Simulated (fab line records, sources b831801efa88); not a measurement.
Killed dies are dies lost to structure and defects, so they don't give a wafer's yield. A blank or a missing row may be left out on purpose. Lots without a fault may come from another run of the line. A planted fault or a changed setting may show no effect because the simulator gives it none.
fab line records | flow gf180mcu
record lots=6 wafers=18 last_day=33
route steps=602 shown TOP_METAL@577 PASSIVATION@587
lots that met no fault: from a run of the same line without faults
start_h: hours from the record's first day to the start of the lot's first wafer shown | wait_h: hours since the lot's step before | " the same as in the row above | L1.1+2: a row that stands for several wafers | - no value, or no start given | * or withheld: withheld | < > ~ a bound
route shown NAME@n: a module of which the file shows steps, and the number in the route of the first | usual: mean/standard deviation of fault-free wafers | same: alike in all rows | chamber/n: place in a boat | sites: the reading at each site | _std_site: their standard deviation | _edge_site: outer sites' mean less inner sites' | radius_mm: how far each site lies from the wafer's centre | mask NAME#n: copy n | behind: the tool/chamber that last shaped the wafer | hold: why the lot was held/for how many hours/how that ended | device: the transistor (n, p or np) that didn't switch | end of line: the same wafers' tests at the end of the route | a step without rows: its recipe alone | killed: dies lost to structure and defects at the first sort, not the wafer's yield | map: a wafer's dies, x killed, . not, _ none there
set.NAME: the setting as run; set.NAME@STEP: as run at that earlier step | model.NAME: the simulator's own value behind a step, which no gauge read
lots at some steps of the route; a table a step, a row a wafer
services: from which hour (start_h, from the record's first day; less than 0 if before it) a tool's chamber was out of use, for how many hours, and why
## steps
# step GF_TOP_METAL_SOFTBAKE_10
# recipe temp_c=90 time_s=60 resist=NOVOLAK
# step GF_TOP_METAL_EXPOSE_11
# recipe mask_id=MetalTop target_cd_nm=440 na=0.6 source_shape=conventional sigma_outer=0.6 dose_mj=170
# step GF_TOP_METAL_PEB_12
# recipe temp_c=withheld time_s=* resist=NOVOLAK
# step GF_TOP_METAL_DEVELOP_13
# recipe develop_time_s=60 dev_temp_c=23
# step GF_TOP_METAL_CD_MEAS_14
# recipe target_cd_nm=440
# usual cd_nm=439.3/2.1
# columns lot.wafer tool chamber start_h wait_h cd_nm
L628.2 cd_sem-01 - 658.30 0.1 438.9
L628.3 " - " " 439.6
L628.5 " - " " 439.5
L633.1 cd_sem-01 - 691.41 0.1 441.9
L633.3 " - " " 442.2
L633.4 " - " " 440.9
L641.2 cd_sem-01 - 749.80 0.1 439.0
L641.4 " - " " 438.7
L641.6 " - " " 440.9
L643.1 cd_sem-02 - 762.75 0.1 438.7
L643.2 " - " " 438.9
L643.5 " - " " 438.8
L644.2 cd_sem-02 - 774.78 0.1 438.5
L644.3 " - " " 437.4
L644.5 " - " " 437.9
L646.2 cd_sem-01 - 784.78 0.1 438.8
L646.3 " - " " 440.3
L646.4 " - " " 441.1
# step GF_TOP_METAL_OVL_MEAS_15
# usual TOP_METAL_OVL=0.0/1.4
# columns lot.wafer tool chamber start_h wait_h TOP_METAL_OVL[nm]
L628.2 overlay-01 - 658.41 0.1 -2.5
L628.3 " - " " -3.3
L628.5 " - " " -2.5
L633.1 overlay-01 - 691.53 0.1 1.2
L633.3 " - " " 2.4
L633.4 " - " " 0.4
L641.2 overlay-02 - 749.91 0.1 -1.1
L641.4 " - " " -0.8
L641.6 " - " " 1.1
L643.1 overlay-01 - 762.87 0.1 0.2
L643.2 " - " " -0.9
L643.5 " - " " -2.3
L644.2 overlay-01 - 774.89 0.1 -1.7
L644.3 " - " " -3.1
L644.5 " - " " -1.8
L646.2 overlay-02 - 784.89 0.1 0.4
L646.3 " - " " 0.6
L646.4 " - " " 1.3
# step GF_TOP_METAL_METAL_ETCH_16
# recipe chemistry=Cl2/BCl3 mask_material=NOVOLAK target_depth_nm=1197 stop_on=SiO2 pressure_mtorr=8 icp_w=800 bias_w=140 Cl2_flow_sccm=80 bcl3_flow_sccm=40 time_s=199.5
# usual drypump_motor_current_A=5.29/0.25 mfc_cl2_sccm=79.99/0.25 oes_product_au=0.991/0.0056 throttle_valve_pct=28.230/0.01
# columns lot.wafer tool chamber start_h wait_h drypump_motor_current_A mfc_cl2_sccm oes_product_au rf_hours_counter_h throttle_valve_pct
L628.2 rie_metal-03 0 658.44 0.0 5.08 79.84 0.989 8.8 28.223
L628.3 " 0 " " 5.09 80.06 1.002 - 28.229
L628.5 " 0 " " 5.08 80.27 1.004 - 28.225
L633.1 rie_metal-02 1 691.57 0.0 4.90 79.73 0.994 7.4 28.214
L633.3 " 0 " " 5.60 79.99 0.993 - 28.248
L633.4 " 1 " " 4.92 79.70 0.997 - 28.218
L641.2 rie_metal-03 1 749.94 0.0 5.51 79.80 0.994 10.3 28.210
L641.4 " 1 " " 5.50 79.93 1.001 - 28.234
L641.6 " 0 " " 5.09 80.03 0.996 - 28.227
L643.1 rie_metal-04 0 762.91 0.0 5.43 79.94 0.985 10.0 28.227
L643.2 " 1 " " 5.22 80.27 0.986 14.2 28.224
L643.5 " 0 " " 5.41 80.23 0.987 - 28.224
L644.2 rie_metal-03 0 774.92 0.0 5.09 80.46 0.988 14.1 28.222
L644.3 " 1 " " 5.53 79.85 0.986 - 28.234
L644.5 " 1 " " 5.53 79.66 0.997 - 28.213
L646.2 rie_metal-04 0 784.92 0.0 5.41 79.81 0.987 11.1 28.236
L646.3 " 1 " " 5.21 79.67 0.988 - 28.247
L646.4 " 0 " " 5.41 80.29 0.985 - 28.236
# step GF_TOP_METAL_STRIP_17
# recipe chemistry=O2/N2 power_w=1400 pressure_mtorr=1500 platen_temp_c=250 o2_flow_sccm=3000 n2_flow_sccm=300 overash_fraction=0.5
# usual drypump_motor_current_A=5.72/0.12 heater_power_w=332/40 oes_product_au=0.710/0.0045 strip_time_to_endpoint_s=12.89/0.075
# columns lot.wafer tool chamber start_h wait_h drypump_motor_current_A heater_power_w oes_product_au rf_hours_counter_h strip_time_to_endpoint_s
L628.2 plasma_asher-03 1 658.63 0.1 5.90 381 0.706 88 12.83
L628.3 " 0 " " 5.69 368 0.698 - 12.79
L628.5 " 1 " " 5.87 396 0.707 - 12.84
L633.1 plasma_asher-02 0 691.76 0.1 5.58 314 0.714 30 12.83
L633.3 " 1 " " 5.83 295 0.708 - 12.90
L633.4 " 0 " " 5.56 318 0.714 - 12.85
L641.2 plasma_asher-01 0 750.13 0.1 5.62 298 0.717 1 12.95
L641.4 " 0 " " 5.65 298 0.702 - 12.86
L641.6 " 0 " " 5.63 305 0.709 - 12.82
L643.1 plasma_asher-02 0 763.10 0.1 5.56 311 0.703 38 12.85
L643.2 " 1 " " 5.82 291 0.711 38 12.96
L643.5 " 1 " " 5.81 293 0.707 - 12.92
L644.2 plasma_asher-01 1 775.17 0.2 5.71 397 0.709 3 12.81
L644.3 " 1 " " 5.72 392 0.713 - 12.76
L644.5 " 1 " " 5.71 390 0.711 - 12.80
L646.2 plasma_asher-02 1 785.11 0.1 5.83 287 0.711 41 12.88
L646.3 " 1 " " 5.82 284 0.706 - 13.04
L646.4 " 0 " " 5.55 314 0.715 - 12.91
# step GF_TOP_METAL_STRIP_18
# recipe chemistry=post_etch_residue_remover time_s=1200 temp_c=72.5
# step GF_TOP_METAL_CLEAN_19
# recipe chemistry=DIW dry=n2_spin
# step GF_PASSIVATION_CVD_00
# recipe material=SiO2 target_thk_nm=1000 precursor=TEOS temp_c=400 time_s=111.95 rf_w=600
# usual heater_power_w=623/92 rf_fwd_power_W=596.4/2.2
# columns lot.wafer tool chamber start_h wait_h heater_power_w rf_fwd_power_W
L628.2 pecvd-04 0 659.17 0.0 513 593.4
L628.3 " 2 " " 597 595.8
L628.5 " 1 " " 594 596.9
L633.1 pecvd-04 1 692.29 0.0 615 599.3
L633.3 " 2 " " 621 602.6
L633.4 " 2 " " 504 597.2
L641.2 pecvd-02 1 750.66 0.0 661 598.7
L641.4 " 1 " " 686 599.2
L641.6 " 2 " " 614 594.8
L643.1 pecvd-02 1 763.66 0.0 664 598.7
L643.2 " 0 " " 610 595.6
L643.5 " 0 " " 678 598.7
L644.2 pecvd-01 2 775.75 0.0 618 598.0
L644.3 " 1 " " 476 596.6
L644.5 " 0 " " 635 595.0
L646.2 pecvd-01 2 785.64 0.0 616 593.5
L646.3 " 0 " " 787 598.4
L646.4 " 1 " " 515 598.7
# step GF_PASSIVATION_THK_MEAS_01
# recipe reads=SiO2_of_PASSIVATION_CVD_00
# usual PASSIVATION_CVD_00_THK=999/13
# columns lot.wafer tool chamber start_h wait_h PASSIVATION_CVD_00_THK[nm]
L628.2 film_metro-02 - 659.26 0.0 996
L628.3 " - " " 997
L628.5 " - " " 1015
L633.1 film_metro-03 - 692.37 0.0 990
L633.3 " - " " 979
L633.4 " - " " 998
L641.2 film_metro-03 - 750.75 0.0 998
L641.4 " - " " 1011
L641.6 " - " " 1038
L643.1 film_metro-02 - 763.74 0.0 973
L643.2 " - " " 1000
L643.5 " - " " 1013
L644.2 film_metro-01 - 775.83 0.0 994
L644.3 " - " " 988
L644.5 " - " " 1022
L646.2 film_metro-02 - 785.73 0.0 981
L646.3 " - " " 993
L646.4 " - " " 1004
# step GF_PASSIVATION_CVD_02
# recipe material=Si3N4 target_thk_nm=700 time_s=486.18 temp_c=400 rf_w=450
# usual heater_power_w=681/90 rf_fwd_power_W=449.2/1.4
# columns lot.wafer tool chamber start_h wait_h heater_power_w rf_fwd_power_W model.Si3N4_of_PASSIVATION_CVD_02.thk_nm
L628.2 pecvd-01 2 659.31 0.0 593 449.1 703.8
L628.3 " 1 " " 625 449.3 698.4
L628.5 " 1 " " 506 448.3 704.7
L633.1 pecvd-02 0 692.43 0.1 728 450.8 685.5
L633.3 " 1 " " 645 448.0 701.5
L633.4 " 0 " " 755 450.3 690
L641.2 pecvd-01 2 750.80 0.0 714 268.9 592.2
L641.4 " 1 " " 569 448.6 691.3
L641.6 " 0 " " 687 447.1 698.4
L643.1 pecvd-01 2 763.80 0.1 721 270.1 602
L643.2 " 1 " " 563 448.4 703.2
L643.5 " 1 " " 604 450.1 706.2
L644.2 pecvd-04 1 775.88 0.0 800 449.3 695.6
L644.3 " 0 " " 565 448.5 697.1
L644.5 " 0 " " 595 451.2 697.2
L646.2 pecvd-02 2 785.78 0.0 784 451.6 698.2
L646.3 " 0 " " 714 450.3 694.8
L646.4 " 2 " " 824 450.8 717.7
# step GF_PASSIVATION_THK_MEAS_03
# recipe reads=Si3N4_of_PASSIVATION_CVD_02
# usual PASSIVATION_CVD_02_THK=700/9.3
# columns lot.wafer tool chamber start_h wait_h PASSIVATION_CVD_02_THK[nm]
L628.2 film_metro-01 - 659.61 0.2 704
L628.3 " - " " 699
L628.5 " - " " 705
L633.1 film_metro-01 - 692.72 0.1 685
L633.3 " - " " 702
L633.4 " - " " 690
L641.2 film_metro-01 - 751.10 0.2 592
L641.4 " - " " 692
L641.6 " - " " 699
L643.1 film_metro-03 - 764.09 0.1 602
L643.2 " - " " 703
L643.5 " - " " 707
L644.2 film_metro-01 - 776.18 0.2 696
L644.3 " - " " 697
L644.5 " - " " 697
L646.2 film_metro-02 - 786.08 0.2 698
L646.3 " - " " 695
L646.4 " - " " 718
# step GF_PASSIVATION_DEHYDRATE_04
# recipe temp_c=200 time_s=60
## services
# columns tool chamber start_h hours kind
plasma_asher-01 - 638.50 15.6 pm
rie_metal-04 0 659.12 3.7 repair
pecvd-01 - 680.56 2.8 pm
pecvd-04 - 696.26 2.8 pm
pecvd-01 - 700.21 1.7 repair
pecvd-01 - 700.51 1.6 repair
pecvd-04 0 701.41 10.5 repair
pecvd-01 - 707.68 5.5 pm
rie_metal-04 0 720.62 5.7 repair
plasma_asher-03 - 731.21 8.9 repair
plasma_asher-01 - 733.75 9.0 pm
plasma_asher-01 0 733.75 9.0 vent_cycle
plasma_asher-01 1 733.75 9.0 vent_cycle
pecvd-01 2 740.21 1.9 repair
plasma_asher-01 0 742.75 - clean
plasma_asher-01 1 742.75 - clean
rie_metal-03 - 748.17 0.4 repair
rie_metal-04 - 763.24 1.4 pm
pecvd-04 - 785.02 28.1 pm
## key
first_sign step=GF_PASSIVATION_CVD_02 reading=rf_fwd_power_W direction=down sigmas=99+ usual=449.2 struck=269.5
effect step=GF_PASSIVATION_THK_MEAS_03 reading=PASSIVATION_CVD_02_THK direction=down sigmas=11 usual=700 struck=597
model_effect step=GF_PASSIVATION_CVD_02 value=Si3N4_of_PASSIVATION_CVD_02.thk_nm without=695.8 struck=597.1
met_at GF_PASSIVATION_CVD_02
struck_wafers L641.2,L643.1
onset_between 659.31 750.80
fault kind=process_parameter_drift tool=pecvd-01 chamber=2 onset_h=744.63 steps=GF_PASSIVATION_CVD_02 channel=rf_w offset=-180 shape=step end_h=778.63 acts_in=these_recipes_only stated=450
